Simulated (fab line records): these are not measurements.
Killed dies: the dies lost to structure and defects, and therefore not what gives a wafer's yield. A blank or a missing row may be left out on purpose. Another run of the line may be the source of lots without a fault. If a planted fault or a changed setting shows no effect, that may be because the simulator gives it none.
Matching of chambers | flow sky130 | SKY_LI_CONTACT_CMP_02 on cmp-01: 4 sister chambers
The step polishes PSG. 4 wafers are shown with their chamber, then 7 later ones without.

## WAFERS PAIRED WITH THEIR CHAMBERS
wafer  | chamber | motor current A (A)
L343.1 | 1       | 10.0
L344.6 | 2       | 10.7
L351.2 | 3       | 9.3
L351.4 | 0       | 11.7

## WAFERS WHOSE CHAMBER IS MISSING
wafer  | motor current A (A)
L351.5 | 10.4
L362.1 | 12.5
L362.3 | 10.0
L362.4 | 10.0
L361.1 | 10.2
L361.2 | 10.1
L361.4 | 12.4

## CHAMBER TAKEN BY EACH
wafer  | from the rows above          | in truth
L351.5 | can't be placed: 2 or 1 or 3 | 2
L362.1 | 0                            | 0
L362.3 | can't be placed: 1 or 2 or 3 | 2
L362.4 | can't be placed: 1 or 2 or 3 | 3
L361.1 | can't be placed: 1 or 2 or 3 | 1
L361.2 | can't be placed: 1 or 2 or 3 | 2
L361.4 | 0                            | 0
Correctly placed: 2 of 7. From these rows, 5 cannot be placed; in 5 the true chamber is one of the candidates. Wrongly placed: 0.
How it was worked out, from the rows above alone: a wafer's distance from a chamber is the root of the sum, over the readings, of the square of ((its reading less the chamber's mean) divided by the reading's scatter). If the next closest chamber is less than 2 further off than the closest, the wafer can't be placed; otherwise it belongs to the closest. For every chamber, the mean is computed from those of its wafers that are shown. The scatter: root of mean squared gap, hidden wafer to nearest shown wafer, with one shown wafer a chamber.
